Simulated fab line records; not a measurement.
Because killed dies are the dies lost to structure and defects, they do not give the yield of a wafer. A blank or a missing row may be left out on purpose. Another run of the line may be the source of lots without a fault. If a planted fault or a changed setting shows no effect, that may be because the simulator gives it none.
A struck lot beside a sound one || flow gf180mcu || 15 steps out of a route of 602
Sound: wafers L228.4, L228.5, L228.6. Struck: wafer L234.4 (left out: L234.2, L234.5 of the same lot, which were not struck); the cause appears at the end.
At each step with rows: each side's tool, then ch and its chambers, then its first start. Under that, the readings that differ: sound wafers || struck wafers || difference of the means || sigmas: that difference in standard deviations of wafers without a fault.
alike: a reading whose means differ by less than 2 such deviations, as well as words and numbers matching on both sides. not compared: withheld readings; readings where some wafer has no value; bounds like >300 that might hide an equal value; numbers whose values overlap and for which the record gives no deviation.
A row with sigmas, a row that says differs or no value, or rows on one side alone: a step with any of these is where the two part. Numbers that have no deviation but don't overlap get no sigmas and don't part them. A reading missing from all wafers of one side parts the sides only when that side holds two or more wafers.

GF_V5_CMP_04: polishes SiO2.
  sound on cmp-02 ch 2,3, day 28 08:29; struck on cmp-02 ch 2, day 29 16:38
  alike: motorCurrentA, slurryFilterDpKPa
GF_V5_BOW_MEAS_05:
  sound: filmMetro-03 at day 28 08:48; struck: filmMetro-01 at day 29 16:54
  alike: V5_BOW
then, 8 steps without rows for these wafers: GF_V5_DEHYDRATE_06 (time 60 s); GF_V5_HMDS_07 (prime time 60 s); GF_V5_COAT_08; GF_V5_COAT_09 (resist thk 1000 nm); GF_V5_SOFTBAKE_10 (time 60 s); GF_V5_EXPOSE_11 (exposes mask Via5, target cd 260 nm); GF_V5_PEB_12 (peb time 90 s); GF_V5_DEVELOP_13 (develop time 60 s).
GF_V5_CD_MEAS_14: target cd 260 nm.
  sound: cdSem-02 at day 29 04:16; struck: cdSem-02 at day 30 12:08
  alike: cdNm
GF_V5_OVL_MEAS_15:
  sound: overlay-01 at day 29 04:20; struck: overlay-01 at day 30 12:14
{"reading": "V5_OVL (nm)", "sound": "-2 1 -1", "struck": -14, "difference": -13, "sigmas": -3}
GF_V5_ETCH_16: etches BARC in N2/H2.
  sound on rieDiel-01 ch 0,1,3, day 29 04:23; struck on rieDiel-01 ch 2, day 30 12:16
{"reading": "biasW (W)", "sound": "99.9 100.4 100.0", "struck": 79.6, "difference": -20.5, "sigmas": -60}
  alike: drypumpMotorCurrentA, oesProductAu, throttleValvePct
GF_V5_ETCH_17: etches SiO2 in C4F8/O2/Ar, stops on TiN, target depth 855 nm.
  sound: rieDiel-01 ch 0,1,3; struck: rieDiel-01 ch 2
  alike: biasW, oesProductAu
GF_PASSIVATION_PROBE_99:
  the record holds rows for the sound wafers here (prober-01, day 30 21:07) but none for the struck ones

== WHERE THEY PART ==
First at GF_V5_OVL_MEAS_15; last, within this record, at GF_PASSIVATION_PROBE_99.

WHY: whatever the simulator had introduced
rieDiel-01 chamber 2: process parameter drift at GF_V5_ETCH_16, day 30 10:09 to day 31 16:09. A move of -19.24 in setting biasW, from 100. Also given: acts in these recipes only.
